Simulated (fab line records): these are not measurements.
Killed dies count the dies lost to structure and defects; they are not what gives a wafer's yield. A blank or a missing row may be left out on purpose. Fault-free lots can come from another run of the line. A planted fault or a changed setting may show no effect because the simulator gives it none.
Problem report in the 8D (eight disciplines) form, filled by code ; flow gf180mcu ; the parts of the form that need people (team, actions taken, sign-off) are left out

1. THE PROBLEM
endStationPressureTorr at GF_HV_LDD_IMPLANT_21 reads a mean of 3.70e-05 Torr on 6 wafers of 2 lots; wafers without a fault read 5.24e-06 Torr with a standard deviation of 3e-07. That is +99 or more standard deviations from the usual mean.
Earliest sighting: wafer L879.1 on implanter-01 at day 11 21:31. The record holds 42 wafers of 14 lots with a number at this step. The rule behind "out" and "out of limits": a value lying over 4 standard deviations away from the usual mean. The rest of the wafers with a number are treated as sound.

2. WHAT THIS IS AND IS NOT
question;is;is not
which readings at this step;endStationPressureTorr;-
which lots;L879, L880;L875, L876, L878, L886, L889, L890, L891, L892, L893, L894, L895, L898
which wafers of those lots;all that have a number;-
read on which tools;implanter-01;implanter-02, implanter-04
when;from day 11 21:31;"up to then (9 sound wafers); but 27 sound wafers of L886, L889, L890, L891, L892, L893, L894, L895, L898 came after"

3. WHAT RULES OUT EACH SUSPECT
Counting: any tool at a process step up to the reading is kept as a suspect provided that every lot that is out went through it and no sound lot did after the first of them.
- implanter-01 at GF_HV_LDD_IMPLANT_21: ruled out as a lasting fault. The sound lots L889, L891, L892, L893, L895 went through it after L879, its earliest lot that is out (day 11 21:31).
Left after counting: nothing in the record.

4. THE CAUSE (what the simulator had put in)
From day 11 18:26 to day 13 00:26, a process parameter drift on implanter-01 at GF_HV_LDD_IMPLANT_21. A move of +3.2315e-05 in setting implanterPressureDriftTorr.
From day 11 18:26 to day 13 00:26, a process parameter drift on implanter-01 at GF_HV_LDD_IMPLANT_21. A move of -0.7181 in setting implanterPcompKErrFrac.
Counting ruled it out, wrongly.

5. THE EFFECT CHAIN, in route order
Each row: a reading whose mean over the struck wafers that have a number lies more than 3 standard deviations from the usual. Only readings for which the record gives a usual standard deviation are gone through. hours: the time from each lot's start at the first step in this table that gives one to its start at this step, as a median over the lots. sigmas: the change in usual standard deviations.
hours;step;reading;usual;on struck wafers;change;sigmas
0;GF_HV_LDD_IMPLANT_21;endStationPressureTorr;5.24e-06 Torr;3.70e-05;+3.17e-05;+99 or more
0;GF_HV_LDD_IMPLANT_21;faradayCurrentUA;282;263;-19;-3.5
The process steps in it:
- GF_HV_LDD_IMPLANT_21

6. WHAT WOULD HAVE CAUGHT IT SOONER
First out-of-limits reading in this record: day 11 21:31, which is 3 hours after fault onset at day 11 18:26.
